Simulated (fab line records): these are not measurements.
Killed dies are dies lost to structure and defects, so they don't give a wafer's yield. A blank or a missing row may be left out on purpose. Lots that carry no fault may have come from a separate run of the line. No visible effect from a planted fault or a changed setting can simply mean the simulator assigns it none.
A lot that was struck, set against a sound lot ; flow gf180mcu ; 15 out of 602 route steps
Sound: these wafers, L317.1, L317.2, L317.4. Wafers L328.2, L328.3, L328.5 were the ones struck. Last of all comes the cause.
Per side, at each step with rows, come the tool, then ch with its chambers, and then its first start. Under that, the readings that differ: sound wafers ; struck wafers ; difference of the means ; sigmas: that difference in standard deviations of wafers without a fault.
alike: a reading whose means differ by less than 2 such deviations, as well as words and numbers matching on both sides. not compared: withheld readings; readings where some wafer has no value; bounds like >300 that might hide an equal value; numbers whose values overlap and for which the record gives no deviation.
Wherever a step has rows on one side only, a row that says differs or no value, or a row with sigmas, the two part there. When numbers do not overlap yet have no deviation, they are printed without sigmas and do not part them. Lack of a reading on every wafer of one side parts them only where that side has two or more wafers.

GF_POLY_GATE_THK_MEAS_01:
  struck on film_metro-02, day 11 16:13; sound on film_metro-03, day 8 13:23
  alike: POLY_GATE_CVD_00_THK
then, 8 steps without rows for these wafers: GF_POLY_GATE_DEHYDRATE_02 (time 60 s); GF_POLY_GATE_HMDS_03 (prime time 60 s); GF_POLY_GATE_COAT_04; GF_POLY_GATE_COAT_05 (resist thk 700 nm); GF_POLY_GATE_SOFTBAKE_06 (time 60 s); GF_POLY_GATE_EXPOSE_07 (exposes mask Poly2, target cd 280 nm); GF_POLY_GATE_PEB_08 (peb time 90 s); GF_POLY_GATE_DEVELOP_09 (develop time 60 s).
GF_POLY_GATE_CD_MEAS_10 targets a cd of 280 nm.
  struck on cd_sem-02, day 12 11:01; sound on cd_sem-02, day 9 06:39
  alike: cd_nm
GF_POLY_GATE_OVL_MEAS_11:
  struck on overlay-01, day 12 11:07; sound on overlay-02, day 9 06:46
  alike: POLY_GATE_OVL
GF_POLY_GATE_ETCH_12: etches BARC in N2/H2.
  sound on rie_diel-04 ch 0,1,2, day 9 06:48; struck on rie_diel-04 ch 0,1,3, day 12 11:09
  alike: drypump_motor_current_A, oes_product_au, rf_fwd_power_W, throttle_valve_pct
GF_POLY_GATE_ETCH_13: etches poly-Si in HBr/Cl2, stops on SiO2, target depth 198.5 nm, time 69.6 s.
  sound on rie_si-02 ch 0,2,3, day 9 06:51; struck on rie_si-02 ch 0,3, day 12 11:12
reading;sound;struck;difference;sigmas
rf_fwd_power_W (W);397.7 396.3 396.2;462.1 461.2 460.9;+64.7;+36
model.SiO2_of_DUAL_GATE_OXIDATION_02.thk_nm (nm);14.89 14.71 14.71;14.36 14.38 14.47;-0.37;
  alike: drypump_motor_current_A, oes_product_au, throttle_valve_pct
  not compared: rf_hours_counter_h
GF_POLY_GATE_STRIP_14: strips in O2/N2.
  sound on plasma_asher-02 ch 0,1, day 9 06:55; struck on plasma_asher-02 ch 0,1, day 12 11:16
  alike: drypump_motor_current_A, heater_power_w, oes_product_au
  not compared: rf_hours_counter_h
after that, 1 step had no rows for these wafers: GF_PASSIVATION_PROBE_99.

## WHERE THEY PART
Within this record, at GF_POLY_GATE_ETCH_13 only. Later steps at which nothing parts them and some readings are alike: GF_POLY_GATE_STRIP_14.

WHY: whatever the simulator had introduced
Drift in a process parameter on rie_si-02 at GF_POLY_GATE_ETCH_13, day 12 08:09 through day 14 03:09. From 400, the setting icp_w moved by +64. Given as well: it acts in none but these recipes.
